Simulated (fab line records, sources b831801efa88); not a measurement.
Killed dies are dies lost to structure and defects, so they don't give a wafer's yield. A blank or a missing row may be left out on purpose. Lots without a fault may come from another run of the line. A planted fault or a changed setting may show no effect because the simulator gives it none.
Chamber matching | flow gf180mcu | GF_V1_CMP_04 on cmp-01: 4 sister chambers
The step polishes SiO2. 14 wafers are shown with their chamber, then 7 later ones without.

WAFERS WITH THEIR CHAMBER
wafer  | chamber | motor_current_A (A) | time_to_endpoint_s (s)
L541.1 | 2       | 12.3                | 75
L541.3 | 0       | 14.1                | 74
L541.5 | 1       | 11.0                | 83
L542.1 | 1       | 10.9                | 75
L542.2 | 0       | 13.5                | 68
L542.3 | 3       | 14.0                | 80
L549.1 | 1       | 11.0                | 79
L549.4 | 3       | 14.0                | 85
L549.5 | 2       | 11.8                | 76
L555.2 | 2       | 12.3                | 74
L555.5 | 0       | 13.6                | 82
L555.6 | 1       | 11.1                | 83
L557.2 | 1       | 10.9                | 88
L557.3 | 3       | 13.1                | 82

SIGNATURES (means of the wafers above)
reading            | chamber 0 | chamber 1 | chamber 2 | chamber 3 | scatter within a chamber
motor_current_A    | 13.733    | 10.980    | 12.133    | 13.700    | 0.307
time_to_endpoint_s | 74.67     | 81.60     | 75.00     | 82.33     | 4.57
Rule: a wafer's distance from a chamber is the root of the sum, over the readings, of the square of ((its reading less the chamber's mean) divided by the reading's scatter). The wafer belongs to the nearest chamber; if the next one is less than 2 further off, it can't be placed. The scatter: the root of (the sum of the squares of (reading less its chamber's mean) over the shown wafers, divided by (wafers less chambers)).

WAFERS WITHOUT THEIR CHAMBER
wafer  | motor_current_A (A) | time_to_endpoint_s (s)
L557.5 | 11.2                | 85
L558.2 | 14.0                | 77
L558.3 | 13.6                | 79
L558.6 | 13.5                | 82
L560.2 | 13.3                | 85
L560.3 | 11.3                | 86
L560.6 | 10.9                | 85

WHICH CHAMBER EACH WENT THROUGH
wafer  | from the rows above     | in truth
L557.5 | 1                       | 1
L558.2 | can't be placed: 0 or 3 | 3
L558.3 | can't be placed: 3 or 0 | 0
L558.6 | can't be placed: 3 or 0 | 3
L560.2 | can't be placed: 3 or 0 | 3
L560.3 | 1                       | 1
L560.6 | 1                       | 1
Placed correctly: 3 of 7. Can't be placed from these rows: 4 (the true chamber is among the candidates in 4). Placed wrongly: 0.
